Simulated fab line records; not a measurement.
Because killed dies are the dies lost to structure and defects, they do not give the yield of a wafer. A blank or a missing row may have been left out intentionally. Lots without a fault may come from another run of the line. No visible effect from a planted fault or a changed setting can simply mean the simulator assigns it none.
A struck lot beside a sound one	flow sfq line	41 out of 325 route steps
Sound: these wafers, L733.2, L733.4, L733.5. The struck wafers were L721.2, L721.4, L721.5. At the end, the cause is stated.
Each step with rows lists, per side, the tool, then ch with its chambers, then its first start. Under that, the readings that differ: sound wafers	struck wafers	difference of the means	sigmas: that difference in standard deviations of wafers without a fault.
alike: words and numbers the same on both sides, and readings whose means are apart by under 2 such deviations; not compared: readings that were withheld, readings missing a value for some wafer, numbers with overlapping values and no deviation given by the record, and bounds like >300 which may hide the same value.
A row with sigmas, a row that says differs or no value, or rows on one side alone: a step with any of these is where the two part. Non-overlapping numbers with no deviation appear without sigmas and do not part them. A reading that every wafer of one side lacks parts them only if that side has two wafers or more.

first, 1 step without rows for these wafers: SFQ_TRILAYER_M4_DEP_SPUTTER_091 (material Nb, target thk 200 nm, time 133.3 s).
SFQ_M4_RS_MEAS_924: uses a four-point probe to measure.
  sound: film metro-02 at day 41 11:28; struck: film metro-01 at day 35 00:32
  alike: M4_NB_RS
then, 6 steps without rows for these wafers: SFQ_TRILAYER_M4_LITHO_COAT_098 (resist thk 62 nm); SFQ_TRILAYER_M4_LITHO_COAT_093 (resist thk 600 nm); SFQ_TRILAYER_M4_LITHO_SOFTBAKE_097; SFQ_TRILAYER_M4_LITHO_EXPOSE_094 (exposes mask M4, target cd 500 nm); SFQ_TRILAYER_M4_LITHO_PEB_096 (peb time 60 s); SFQ_TRILAYER_M4_LITHO_DEVELOP_095 (time 60 s).
-- the record jumps here: 2 days lie between the struck wafers' starts before and after --
SFQ_M4_OVL_MEAS_926:
  sound: overlay-01 at day 44 09:16; struck: overlay-02 at day 37 07:19
  alike: M4_OVL
then, 1 step without rows for these wafers: SFQ_TRILAYER_M4_BARC_OPEN_METAL_ETCH_123 (etches BARC in O2, target depth 125 nm, time 41.7 s).
SFQ_TRILAYER_M4_ETCH_METAL_ETCH_096: etches Nb in Cl2/Ar, stops on SiO2, target depth 240 nm, time 120 s.
  sound on rie metal-04 ch 0,1, day 44 09:20; struck on rie metal-03 ch 0,1, day 37 07:25
  alike: drypump motor current A, oes product au
  not compared: rf hours counter h
SFQ_TRILAYER_M4_STRIP_STRIP_097: strips in O2.
  sound on rie metal-04 ch 0,1, day 44 09:28; struck on rie metal-03 ch 0,1, day 37 07:32
  no value came back on the struck wafers for chamber pressure mTorr (mTorr), drypump motor current A (A), oes product au (a.u.); on the sound wafers chamber pressure mTorr (mTorr) reads 49.98 49.99 49.95
reading	sound	struck	difference	sigmas
model.KrF_of_TRILAYER_M4_LITHO_COAT_093.thk nm (nm)	0 0 0	381.9 382.6 383.2	+382.6	
model.BARC_of_TRILAYER_M4_LITHO_COAT_098.thk nm (nm)	0 0 0	61.88 61.95 62.08	+61.97	
  not compared: rf hours counter h
then, 2 steps without rows for these wafers: SFQ_TRILAYER_M4_STRIP_SOLV_CLEAN_098 (cleans in NMP, time 600 s); SFQ_TRILAYER_I4_DEP_PECVD_099 (deposits SiO2 from SiH4/N2O, time 111.11 s, target thk 500 nm).
SFQ_TRILAYER_I4_CMP_CMP_100: polishes SiO2.
  sound on cmp-01 ch 2,3, day 44 14:29; struck on cmp-02 ch 1,2, day 38 10:50
  alike: motor current A, slurry flow ml min, time to endpoint s
SFQ_I4_BOW_MEAS_927:
  sound: film metro-02 at day 44 17:01; struck: film metro-02 at day 38 13:21
reading	sound	struck	difference	sigmas
I4_BOW (um)	5 16 6	-11 -6 -16	-20	-2
SFQ_TRILAYER_I4_METRO_MEASURE_101:
  sound: film metro-02 at day 44 17:19; struck: film metro-02 at day 38 13:39
  alike: thk nm
then, 6 steps without rows for these wafers: SFQ_TRILAYER_I4_VIA_LITHO_COAT_108 (resist thk 62 nm); SFQ_TRILAYER_I4_VIA_LITHO_COAT_103 (resist thk 650 nm); SFQ_TRILAYER_I4_VIA_LITHO_SOFTBAKE_107; SFQ_TRILAYER_I4_VIA_LITHO_EXPOSE_104 (exposes mask I4, target cd 700 nm); SFQ_TRILAYER_I4_VIA_LITHO_PEB_106 (peb time 60 s); SFQ_TRILAYER_I4_VIA_LITHO_DEVELOP_105 (time 60 s).
-- the record jumps here: 3 days lie between the struck wafers' starts before and after --
SFQ_I4_OVL_MEAS_928:
  sound: overlay-02 at day 48 00:33; struck: overlay-01 at day 41 04:22
  alike: I4_OVL
SFQ_TRILAYER_I4_VIA_BARC_OPEN_VIA_ETCH_146: etches BARC in O2, target depth 125 nm, time 41.7 s.
  sound on rie diel-01 ch 0,3, day 48 00:35; struck on rie diel-02 ch 1,3, day 41 04:24
  alike: drypump motor current A, oes product au
  not compared: rf hours counter h
then, 4 steps without rows for these wafers: SFQ_TRILAYER_I4_VIA_ETCH_VIA_ETCH_106 (etches SiO2 in CHF3, stops on Nb, target depth 260 nm); SFQ_TRILAYER_I4_VIA_STRIP_STRIP_107 (strips in O2); SFQ_TRILAYER_I4_VIA_STRIP_SOLV_CLEAN_108 (cleans in NMP, time 600 s); SFQ_TRILAYER_JJ_TRILAYER_DEP_PRE_CLEAN_113 (time 22.5 s).
SFQ_TRILAYER_JJ_TRILAYER_DEP_SPUTTER_109: material Nb, target thk 150 nm, time 100 s.
  sound: pvd sputter-04 at day 48 01:32; struck: pvd sputter-03 at day 41 05:21
  alike: throttle valve pct
then, 3 steps without rows for these wafers: SFQ_TRILAYER_JJ_TRILAYER_DEP_SPUTTER_110 (material Al, target thk 8 nm, time 10 s); SFQ_TRILAYER_JJ_TRILAYER_DEP_AL_OXIDATION_111 (oxidation time 600 s); SFQ_TRILAYER_JJ_TRILAYER_DEP_SPUTTER_112 (material Nb, target thk 170 nm, time 113.3 s).
SFQ_JJ_RS_MEAS_929: uses a four-point probe to measure.
  sound: film metro-01 at day 48 02:44; struck: film metro-02 at day 41 06:33
  alike: JJ_NB_RS
then, 6 steps without rows for these wafers: SFQ_TRILAYER_JJ_CE_LITHO_COAT_119 (resist thk 62 nm); SFQ_TRILAYER_JJ_CE_LITHO_COAT_114 (resist thk 600 nm); SFQ_TRILAYER_JJ_CE_LITHO_SOFTBAKE_118; SFQ_TRILAYER_JJ_CE_LITHO_EXPOSE_115 (exposes mask J5, target cd 700 nm); SFQ_TRILAYER_JJ_CE_LITHO_PEB_117 (peb time 60 s); SFQ_TRILAYER_JJ_CE_LITHO_DEVELOP_116 (time 60 s).
-- the record jumps here: 32 days lie between the struck wafers' starts before and after --
SFQ_M8_BOW_MEAS_951:
  sound: film metro-02 at day 76 04:40; struck: film metro-04 at day 73 06:16
reading	sound	struck	difference	sigmas
model.etest.i4.link ohm	2.184 2.193 2.191	1e+06 1e+06 1e+06	+1e+06	
  alike: M8_BOW

## WHERE THEY PART
At SFQ_TRILAYER_M4_STRIP_STRIP_097 first; at SFQ_I4_BOW_MEAS_927 last (within this record only). Later steps at which nothing parts them and some readings are alike: SFQ_TRILAYER_I4_METRO_MEASURE_101, SFQ_I4_OVL_MEAS_928, SFQ_TRILAYER_I4_VIA_BARC_OPEN_VIA_ETCH_146, SFQ_TRILAYER_JJ_TRILAYER_DEP_SPUTTER_109, SFQ_JJ_RS_MEAS_929, SFQ_M8_BOW_MEAS_951.

WHY: what had been put in by the simulator
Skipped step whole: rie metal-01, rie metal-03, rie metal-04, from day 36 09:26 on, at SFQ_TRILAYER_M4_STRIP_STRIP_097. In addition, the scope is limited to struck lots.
